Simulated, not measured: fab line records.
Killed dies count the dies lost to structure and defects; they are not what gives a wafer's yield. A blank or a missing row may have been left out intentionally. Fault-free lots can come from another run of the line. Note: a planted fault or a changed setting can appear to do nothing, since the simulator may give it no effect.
Struck lot and sound lot, side by side / flow sfqLine / 20 out of 325 route steps
Sound: these wafers, L605.1, L605.3, L605.5. Wafers struck: L619.1, L619.2, L619.4. The cause comes at the end.
For every step that has rows: the tool of each side, followed by ch and its chambers, followed by its first start. Under that, the readings that differ: sound wafers / struck wafers / difference of the means / sigmas: that difference in standard deviations of wafers without a fault.
alike: a reading whose means differ by less than 2 such deviations, as well as words and numbers matching on both sides. not compared: withheld readings; readings where some wafer has no value; bounds like >300 that might hide an equal value; numbers whose values overlap and for which the record gives no deviation.
A row with sigmas, a row that says differs or no value, or rows on one side alone: a step with any of these is where the two part. Non-overlapping numbers with no deviation appear without sigmas and do not part them. A reading that every wafer of one side lacks parts them only if that side has two wafers or more.

first, 3 steps without rows for these wafers: SFQ_TRILAYER_L0_VIA_LITHO_EXPOSE_014 (exposes mask L0V, target cd 700 nm); SFQ_TRILAYER_L0_VIA_LITHO_PEB_016 (peb time 60 s); SFQ_TRILAYER_L0_VIA_LITHO_DEVELOP_015 (time 60 s).
SFQ_L0V_OVL_MEAS_903:
  sound: overlay-01 at day 9 14:36; struck: overlay-01 at day 14 00:46
  alike: L0V_OVL
SFQ_TRILAYER_L0_VIA_BARC_OPEN_VIA_ETCH_021: etches BARC in O2, target depth 125 nm, time 41.7 s.
  sound on rieDiel-04 ch 0,1,3, day 9 14:38; struck on rieDiel-03 ch 1,2,3, day 14 00:48
  alike: drypumpMotorCurrentA, oesProductAu
  not compared: rfHoursCounterH
SFQ_TRILAYER_L0_VIA_ETCH_VIA_ETCH_016: etches SiO2 in CHF3, stops on MoNx KI, target depth 80 nm.
  sound on rieDiel-04 ch 0,1,3, day 9 14:40; struck on rieDiel-03 ch 1,2,3, day 14 00:50
  alike: drypumpMotorCurrentA, oesProductAu
SFQ_TRILAYER_L0_VIA_STRIP_STRIP_017: strips in O2.
  sound on rieMetal-01 ch 0,1, day 9 14:43; struck on rieMetal-02 ch 0,1, day 14 00:53
  alike: drypumpMotorCurrentA, oesProductAu
  not compared: rfHoursCounterH
then, 2 steps without rows for these wafers: SFQ_TRILAYER_L0_VIA_STRIP_SOLV_CLEAN_018 (cleans in NMP, time 600 s); SFQ_TRILAYER_M0_DEP_PRE_CLEAN_020 (time 15 s).
SFQ_TRILAYER_M0_DEP_SPUTTER_019: material Nb, target thk 200 nm, time 133.3 s.
  sound: pvdSputter-04 at day 9 15:32; struck: pvdSputter-03 at day 14 01:41
  alike: throttleValvePct
SFQ_M0_RS_MEAS_904: uses a four-point probe to measure.
  sound: filmMetro-01 at day 9 15:37; struck: filmMetro-04 at day 14 01:47
reading=M0_NB_RS (ohm/sq); sound=0.871 0.874 0.885; struck=0.901 0.902 0.896; difference=+0.023; sigmas=+2
SFQ_TRILAYER_M0_LITHO_COAT_026: resist thk 62 nm.
  sound on lithoTrack-03 ch 0, day 9 15:48; struck on lithoTrack-02 ch 0, day 14 01:58
reading=model.BARC_of_TRILAYER_M0_LITHO_COAT_026.thkNm (nm); sound=62.3 62.42 62.42; struck=61.08 61.35 61.13; difference=-1.19; sigmas=
then, 5 steps without rows for these wafers: SFQ_TRILAYER_M0_LITHO_COAT_021 (resist thk 600 nm); SFQ_TRILAYER_M0_LITHO_SOFTBAKE_025; SFQ_TRILAYER_M0_LITHO_EXPOSE_022 (exposes mask M0, target cd 500 nm); SFQ_TRILAYER_M0_LITHO_PEB_024 (peb time 60 s); SFQ_TRILAYER_M0_LITHO_DEVELOP_023 (time 60 s).
-- the record jumps here: 5 days lie between the struck wafers' starts before and after --
SFQ_M0_OVL_MEAS_906:
  sound: overlay-01 at day 14 20:35; struck: overlay-02 at day 18 19:58
  alike: M0_OVL
SFQ_TRILAYER_M0_BARC_OPEN_METAL_ETCH_031: etches BARC in O2, target depth 125 nm, time 41.7 s.
  sound on rieMetal-04 ch 0,1, day 14 20:38; struck on rieMetal-04 ch 0,1, day 18 20:01
reading=model.etch.depthNm (nm); sound=62.3 62.42 62.42; struck=61.08 61.35 61.13; difference=-1.19; sigmas=
  alike: drypumpMotorCurrentA, oesProductAu
  not compared: rfHoursCounterH
SFQ_TRILAYER_M0_ETCH_METAL_ETCH_024: etches Nb in Cl2/Ar, stops on SiO2, target depth 240 nm, time 120 s.
  sound on rieMetal-04 ch 0,1, day 14 20:41; struck on rieMetal-04 ch 0,1, day 18 20:04
reading=oesProductAu (a.u.); sound=0.913 0.906 0.892; struck=0.881 0.890 0.883; difference=-0.019; sigmas=-2
  alike: drypumpMotorCurrentA
  not compared: rfHoursCounterH

WHERE THEY PART
Earliest at SFQ_M0_RS_MEAS_904; latest, in this record, at SFQ_TRILAYER_M0_ETCH_METAL_ETCH_024.

WHY: whatever the simulator had introduced
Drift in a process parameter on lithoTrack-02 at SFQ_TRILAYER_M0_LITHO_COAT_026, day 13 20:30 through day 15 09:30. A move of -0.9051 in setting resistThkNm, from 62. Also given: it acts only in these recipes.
